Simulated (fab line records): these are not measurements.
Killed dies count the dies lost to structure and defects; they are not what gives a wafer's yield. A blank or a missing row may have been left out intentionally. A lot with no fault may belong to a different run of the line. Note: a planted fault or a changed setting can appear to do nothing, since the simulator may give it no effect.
What tool caused it? ; flow gf180mcu ; 12 lots, 36 wafers sampled, at 5 steps of a route of 602

## WHAT EACH GAUGE READ, for each wafer
GF_V3_OVL_MEAS_15.
lot;measured;on;V3_OVL (nm)
L153;day 22 10:04;overlay-02;-6 3 -12
L157;day 24 01:41;overlay-01;0 -2 3
L159;day 24 19:26;overlay-02;2 -11 1
L160;day 25 09:08;overlay-01;6 12 12
L162;day 25 16:25;overlay-01;-8 -9 1
L164;day 26 09:46;overlay-02;-3 -6 0
L167;day 26 23:10;overlay-01;2 -1 1
L171;day 28 03:02;overlay-01;3 4 -3
L172;day 28 13:50;overlay-02;5 -3 -12
L174;day 28 23:59;overlay-01;0 3 -2
L175;day 29 07:52;overlay-02;4 11 -1
L176;day 29 16:20;overlay-02;5 -5 1

GF_M4_RS_MEAS_05: uses a four-point probe to measure.
lot;measured;on;M4_ALCU_RS (ohm/sq)
L153;day 22 11:44;film metro-03;0.0699 0.0689 0.0695
L157;day 24 03:25;film metro-02;0.0688 0.0698 0.0691
L159;day 24 21:02;film metro-03;0.0684 0.0685 0.0692
L160;day 25 10:47;film metro-01;0.0689 0.0702 0.0691
L162;day 25 18:04;film metro-02;0.0695 0.0692 0.0686
L164;day 26 11:23;film metro-01;0.0701 0.0701 0.0719
L167;day 27 00:56;film metro-02;0.0693 0.0714 0.0699
L171;day 28 04:40;film metro-01;0.0711 0.0702 0.0714
L172;day 28 15:28;film metro-02;0.0703 0.0694 0.0700
L174;day 29 01:36;film metro-03;0.0689 0.0690 0.0689
L175;day 29 09:28;film metro-02;0.0710 0.0701 0.0708
L176;day 29 17:56;film metro-02;0.0701 0.0689 0.0683

## WHICH TOOL RAN EACH LOT (tool, then ch and the chambers of the sampled wafers, then the start)
lot;GF_V3_COAT_09;GF_V3_STRIP_18;GF_M4_SPUTTER_00
L153;litho track-04 ch 0, day 21 22:00;plasma asher-01 ch 0,1, day 22 10:13;pvd sputter-03, day 22 11:31
L157;litho track-02 ch 0, day 23 13:00;plasma asher-04 ch 0,1, day 24 01:52;pvd sputter-04, day 24 03:11
L159;litho track-02 ch 0, day 24 08:00;plasma asher-04 ch 1, day 24 19:36;pvd sputter-01, day 24 20:49
L160;litho track-03 ch 0, day 24 22:00;plasma asher-02 ch 0,1, day 25 09:17;pvd sputter-01, day 25 10:34
L162;litho track-04 ch 0, day 25 05:00;plasma asher-04 ch 0,1, day 25 16:34;pvd sputter-03, day 25 17:51
L164;litho track-03 ch 0, day 26 00:00;plasma asher-02 ch 0,1, day 26 09:55;pvd sputter-01, day 26 11:09
L167;litho track-03 ch 0, day 26 13:00;plasma asher-04 ch 0,1, day 26 23:19;pvd sputter-01, day 27 00:43
L171;litho track-04 ch 0, day 27 17:00;plasma asher-04 ch 0,1, day 28 03:12;pvd sputter-03, day 28 04:27
L172;litho track-04 ch 0, day 28 03:00;plasma asher-01 ch 0,1, day 28 13:59;pvd sputter-03, day 28 15:13
L174;litho track-02 ch 0, day 28 14:00;plasma asher-01 ch 0,1, day 29 00:08;pvd sputter-01, day 29 01:23
L175;litho track-02 ch 0, day 28 21:00;plasma asher-02 ch 0,1, day 29 08:01;pvd sputter-04, day 29 09:15
L176;litho track-03 ch 0, day 29 07:00;plasma asher-04 ch 0,1, day 29 16:29;pvd sputter-03, day 29 17:43
- GF_V3_COAT_09: resist thk 1000 nm.
- GF_V3_STRIP_18: strips in O2/N2.
- GF_M4_SPUTTER_00: material Ti, target thk 37.5 nm, time 150 s.

## WHAT THE TOOLS THEMSELVES READ (means of the sampled wafers that have a number; where no wafer has one, the mark that the record gives instead)
GF_V3_STRIP_18.
lot;tool;chamber pressure mTorr (mTorr);drypump motor current A (A);heater power w (W);oes product au (a.u.);platen temp c (C)
L153;plasma asher-01;1499.8;5.5;374;0.592;249.97
L157;plasma asher-04;1501.1;5.8;318;0.592;250.10
L159;plasma asher-04;1500.4;6.1;310;0.593;250.09
L160;plasma asher-02;1501.4;6.1;323;0.592;249.99
L162;plasma asher-04;1500.8;5.5;338;0.593;249.91
L164;plasma asher-02;1500.3;6.0;350;0.595;249.99
L167;plasma asher-04;1498.5;5.5;329;0.591;249.82
L171;plasma asher-04;1500.5;5.8;324;0.565;249.90
L172;plasma asher-01;1500.5;5.1;378;0.564;250.11
L174;plasma asher-01;1498.2;5.5;376;0.594;250.09
L175;plasma asher-02;1499.6;6.1;328;0.595;250.04
L176;plasma asher-04;1501.3;5.5;336;0.591;250.00

GF_M4_SPUTTER_00.
lot;tool;cathode dc power W (W);throttle valve pct (%)
L153;pvd sputter-03;4000.4;29.5
L157;pvd sputter-04;3999.8;29.6
L159;pvd sputter-01;3999.8;29.0
L160;pvd sputter-01;4000.2;29.1
L162;pvd sputter-03;3999.3;30.2
L164;pvd sputter-01;4000.1;28.8
L167;pvd sputter-01;4000.2;29.4
L171;pvd sputter-03;4000.3;30.0
L172;pvd sputter-03;3999.8;30.7
L174;pvd sputter-01;3999.6;28.9
L175;pvd sputter-04;3999.6;29.0
L176;pvd sputter-03;4000.6;29.8

## THE ANSWER, worked out from the rows above alone
Rule: what is usual is taken from the lots themselves. Put in order of their means at a reading, lots are off if they are a third of the lots or fewer, leave a main group of 4 or more, and stand apart from it by a gap of 3 or more times the standard deviation of the main group's means; of several such gaps the widest counts. Not used: any main group whose means are identical at the precision the tables above print for the reading. Also off: a lot with no number at a reading for which 4 or more lots have one. Where the step has rows for the other lots, those lots are counted as sound. Order of review: gauges by route order, followed by the tools' own readings, for which a lot's mean as printed above is used. At the first step where some lot is off, the reading lying furthest off is the one used; lots without a number count as furthest.
Off, at GF_V3_STRIP_18 on oes product au: L171, L172. Main group: mean 0.593 a.u., sd 0.0014.
A tool fits if, at that step or a process step before it, it ran every lot that is off, and no sound lot after the first of them. One fits: GF_V3_COAT_09 on litho track-04. A fault onset in the window from L162 (day 25 05:00, its last sound lot) to L171 (day 27 17:00, its first lot off) fits.

## WHAT WAS PUT IN BY THE SIMULATOR
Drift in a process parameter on litho track-04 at GF_V3_COAT_09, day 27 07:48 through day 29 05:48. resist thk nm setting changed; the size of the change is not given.
Lots struck among those shown: L171, L172. This agrees with what the rule above found.
